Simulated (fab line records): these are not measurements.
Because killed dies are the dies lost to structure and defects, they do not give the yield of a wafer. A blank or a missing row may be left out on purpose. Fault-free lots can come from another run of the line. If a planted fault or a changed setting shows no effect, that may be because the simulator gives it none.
Which of the tools did it? ; flow sky130 ; 12 lots with 36 wafers sampled at 2 steps, on a route of 708 steps

WHAT THE GAUGES READ, wafer by wafer
SKY_FIELD_ISO_BOW_MEAS_00. Usual: INCOMING_BOW 0 um, standard deviation 6.5.
lot;measured;on;INCOMING_BOW (um);flag
L509;day 1 10:00;film-metro-04;0 -4 -3;
L511;day 1 20:00;film-metro-04;3 2 -9;
L512;day 2 01:02;film-metro-01;7 0 -4;
L515;day 2 16:01;film-metro-02;10 -6 3;
L517;day 3 02:01;film-metro-02;0 1 2;
L520;day 3 17:01;film-metro-01;3 -7 5;
L521;day 3 22:00;film-metro-04;-9 8 -7;
L525;day 4 18:00;film-metro-02;1 4 2;
L526;day 4 23:00;film-metro-04;-7 -3 -2;
L528;day 5 09:00;film-metro-01;4 5 1;
L529;day 5 14:00;film-metro-02;9 -12 3;
L531;day 6 00:01;film-metro-04;-19 -15 1;

SKY_FIELD_ISO_THK_MEAS_04. Usual: FIELD_ISO_CVD_03_THK 164.7 nm, standard deviation 1.9.
lot;measured;on;FIELD_ISO_CVD_03_THK (nm);flag
L509;day 1 14:58;film-metro-02;163.8 163.7 163.6;
L511;day 1 23:29;film-metro-01;163.9 165.3 164.3;
L512;day 2 04:56;film-metro-04;161.4 162.7 161.4;
L515;day 2 20:12;film-metro-04;162.4 162.2 161.3;
L517;day 3 07:26;film-metro-02;165.4 165.3 164.4;
L520;day 3 20:29;film-metro-04;163.5 163.2 164.8;
L521;day 4 01:30;film-metro-02;164.5 164.4 164.4;
L525;day 4 22:25;film-metro-04;165.6 164.0 164.4;
L526;day 5 02:29;film-metro-01;162.7 163.8 162.4;
L528;day 5 13:02;film-metro-04;169.2 168.8 168.8;
L529;day 5 17:49;film-metro-02;166.5 167.5 167.6;
L531;day 6 06:01;film-metro-02;168.1 166.8 165.5;

WHAT TOOL EACH LOT RAN ON (gives the tool, then ch and the chambers of the sampled wafers, and finally the start)
The record holds no process step before these readings.

WHAT THE TOOLS THEMSELVES READ (means of the sampled wafers that have a number; where no wafer has one, the mark that the record gives instead)
The record holds no such reading with a usual standard deviation.

THE ANSWER, worked out from the rows above alone
Rule: take the mean of a lot's wafers that have a number; if it is more than 3 standard deviations from the usual mean, the lot is off. A lot without any number at a reading at which 4 lots or more have one is off too. Where the step has rows for the other lots, those lots are counted as sound. Order of review: gauges by route order, followed by the tools' own readings, for which a lot's mean as printed above is used. The first step at which some lot is off is used, and at that step the reading that is off furthest; a lot without a number counts as furthest.
None of the lots is off at any reading shown; this tells nothing.

WHAT THE SIMULATOR HAD PUT IN
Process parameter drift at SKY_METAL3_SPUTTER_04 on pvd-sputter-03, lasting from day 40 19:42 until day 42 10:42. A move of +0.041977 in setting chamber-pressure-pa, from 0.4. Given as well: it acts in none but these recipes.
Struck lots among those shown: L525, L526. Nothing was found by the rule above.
